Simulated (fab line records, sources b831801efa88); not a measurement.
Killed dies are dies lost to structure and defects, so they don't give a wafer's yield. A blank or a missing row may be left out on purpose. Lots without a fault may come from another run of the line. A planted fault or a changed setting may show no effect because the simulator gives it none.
Which tool did it? | flow sky130 | 13 lots, 39 wafers sampled, at 5 steps of a route of 708

WHAT THE GAUGES READ, wafer by wafer
SKY_FIELD_ISO_CD_MEAS_13: target cd 150 nm.
lot  | measured    | on        | cd_nm (nm)
L892 | day 2 04:22 | cd_sem-01 | 147.1 145.6 146.1
L893 | day 2 10:25 | cd_sem-02 | 151.8 150.9 151.1
L895 | day 2 19:55 | cd_sem-01 | 150.4 151.3 148.6
L896 | day 3 02:32 | cd_sem-02 | 152.3 150.3 151.2
L897 | day 3 06:49 | cd_sem-02 | 149.8 149.1 148.9
L898 | day 3 13:15 | cd_sem-01 | 150.1 151.8 149.9
L899 | day 3 19:15 | cd_sem-02 | 149.8 150.2 150.2
L900 | day 3 22:05 | cd_sem-02 | 150.1 147.4 148.7
L901 | day 4 02:54 | cd_sem-01 | 149.9 150.0 150.3
L911 | day 6 06:29 | cd_sem-01 | 149.6 149.0 149.1
L912 | day 6 13:07 | cd_sem-01 | 151.2 152.3 152.8
L913 | day 6 19:14 | cd_sem-02 | 151.5 151.3 149.7
L914 | day 7 02:08 | cd_sem-02 | 149.2 149.5 149.4

SKY_FIELD_ISO_THK_MEAS_25.
lot  | measured    | on            | FIELD_ISO_CVD_24_THK (nm)
L892 | day 2 06:57 | film_metro-03 | 585 592 597
L893 | day 2 13:04 | film_metro-04 | 595 586 599
L895 | day 2 22:14 | film_metro-04 | 595 593 590
L896 | day 3 04:47 | film_metro-04 | 598 589 588
L897 | day 3 10:44 | film_metro-04 | 600 597 600
L898 | day 3 16:08 | film_metro-02 | 581 582 591
L899 | day 3 21:13 | film_metro-04 | 595 597 593
L900 | day 4 00:04 | film_metro-02 | 592 585 588
L901 | day 4 05:47 | film_metro-03 | 597 599 601
L911 | day 6 10:10 | film_metro-02 | 590 599 599
L912 | day 6 15:05 | film_metro-02 | 600 602 603
L913 | day 6 21:12 | film_metro-02 | 598 596 588
L914 | day 7 04:26 | film_metro-02 | 597 591 598

SKY_SONOS_ONO_THK_MEAS_01.
lot  | measured     | on            | SONOS_ONO_OXIDATION_THK (nm)
L892 | day 11 05:31 | film_metro-02 | 2.59 2.60 2.61
L893 | day 11 20:19 | film_metro-04 | 2.63 2.63 2.57
L895 | day 12 08:14 | film_metro-02 | 2.67 2.54 2.58
L896 | day 12 18:11 | film_metro-04 | 2.68 2.63 2.67
L897 | day 13 01:59 | film_metro-04 | 2.57 2.65 2.66
L898 | day 13 12:16 | film_metro-04 | 2.58 2.61 2.60
L899 | day 13 17:47 | film_metro-04 | 2.56 2.46 2.56
L900 | day 14 02:56 | film_metro-03 | 4.32 4.42 4.44 4.32 4.47 4.49
L901 | day 14 10:03 | film_metro-03 | 4.48 4.55 4.51 4.51 4.55 4.51
L911 | day 17 17:24 | film_metro-04 | 2.56 2.65 2.55
L912 | day 17 23:50 | film_metro-03 | 2.59 2.61 2.66
L913 | day 18 12:29 | film_metro-02 | 2.58 2.58 2.59
L914 | day 18 21:50 | film_metro-03 | 2.61 2.62 2.64

WHICH TOOL RAN EACH LOT (tool, then ch and the chambers of the sampled wafers, then the start)
lot  | SKY_NWELL_STRIP_14                   | SKY_SONOS_ONO_OXIDATION_00
L892 | plasma_asher-01 ch 0,1, day 4 12:02  | furnace-02 ch 0, day 11 04:10
L893 | plasma_asher-01 ch 0,1, day 4 21:26  | furnace-01 ch 0, day 11 18:58
L895 | plasma_asher-01 ch 0,1, day 5 06:51  | furnace-01 ch 0, day 12 06:53
L896 | plasma_asher-03 ch 1, day 5 14:10    | furnace-01 ch 0, day 12 16:49
L897 | plasma_asher-03 ch 0,1, day 5 20:49  | furnace-02 ch 0, day 13 00:38
L898 | plasma_asher-04 ch 1, day 6 02:23    | furnace-01 ch 0, day 13 10:55
L899 | plasma_asher-01 ch 0,1, day 6 05:57  | furnace-02 ch 0, day 13 16:26
L900 | plasma_asher-01 ch 0,1, day 6 11:23  | furnace-02 ch 0, day 13 23:07 and furnace-01 ch 0, day 14 01:35
L901 | plasma_asher-03 ch 0,1, day 6 16:08  | furnace-02 ch 0, day 14 05:56
L911 | plasma_asher-04 ch 0,1, day 9 04:11  | furnace-02 ch 0, day 17 16:02
L912 | plasma_asher-01 ch 0,1, day 9 08:26  | furnace-02 ch 0, day 17 22:29
L913 | plasma_asher-01 ch 0,1, day 9 15:58  | furnace-02 ch 0, day 18 11:08
L914 | plasma_asher-01 ch 0,1, day 10 02:27 | furnace-02 ch 0, day 18 20:29
- SKY_NWELL_STRIP_14: strips in O2/N2.
- SKY_SONOS_ONO_OXIDATION_00: stabilise 600 s, purge 300 s, target thk 2.6 nm.

WHAT THE TOOLS THEMSELVES READ (means of the sampled wafers that have a number; where no wafer has one, the mark that the record gives instead)
SKY_NWELL_STRIP_14.
lot  | tool            | drypump_motor_current_A (A) | oes_product_au (a.u.) | strip_time_to_endpoint_s (s)
L892 | plasma_asher-01 | 6.0                         | 0.724                 | 36.93
L893 | plasma_asher-01 | 6.0                         | 0.726                 | 37.03
L895 | plasma_asher-01 | 6.0                         | 0.717                 | 36.93
L896 | plasma_asher-03 | 5.6                         | 0.723                 | 37.05
L897 | plasma_asher-03 | 5.5                         | 0.721                 | 37.09
L898 | plasma_asher-04 | 4.9                         | 0.722                 | 36.96
L899 | plasma_asher-01 | 6.0                         | 0.722                 | 36.71
L900 | plasma_asher-01 | 6.0                         | 0.724                 | 36.92
L901 | plasma_asher-03 | 5.4                         | 0.728                 | 36.91
L911 | plasma_asher-04 | 5.3                         | 0.721                 | 37.00
L912 | plasma_asher-01 | 6.0                         | 0.722                 | 36.88
L913 | plasma_asher-01 | 6.0                         | 0.718                 | 36.95
L914 | plasma_asher-01 | 6.0                         | 0.721                 | 36.97

THE ANSWER, worked out from the rows above alone
Rule: what is usual is taken from the lots themselves. Put in order of their means at a reading, lots are off if they are a third of the lots or fewer, leave a main group of 4 or more, and stand apart from it by a gap of 3 or more times the standard deviation of the main group's means; of several such gaps the widest counts. A main group whose means are all the same, to the digits that the tables above print for the reading, isn't used. A lot without any number at a reading at which 4 lots or more have one is off too. The other lots that the step has rows for count as sound. The gauges are gone through in route order, then the tools' own readings, and for those a lot's mean is taken as printed above. The first step at which some lot is off is used, and at that step the reading that is off furthest; a lot without a number counts as furthest.
Off: L900, L901, at SKY_SONOS_ONO_THK_MEAS_01 (SONOS_ONO_OXIDATION_THK). The main group: mean 2.60 nm, standard deviation 0.032.
A tool fits if, at a process step before that reading, it ran every lot that is off, and no sound lot after the first of them. The gauges at SKY_SONOS_ONO_THK_MEAS_01 are tried like those tools. None of those tried fits.

WHAT THE SIMULATOR HAD PUT IN
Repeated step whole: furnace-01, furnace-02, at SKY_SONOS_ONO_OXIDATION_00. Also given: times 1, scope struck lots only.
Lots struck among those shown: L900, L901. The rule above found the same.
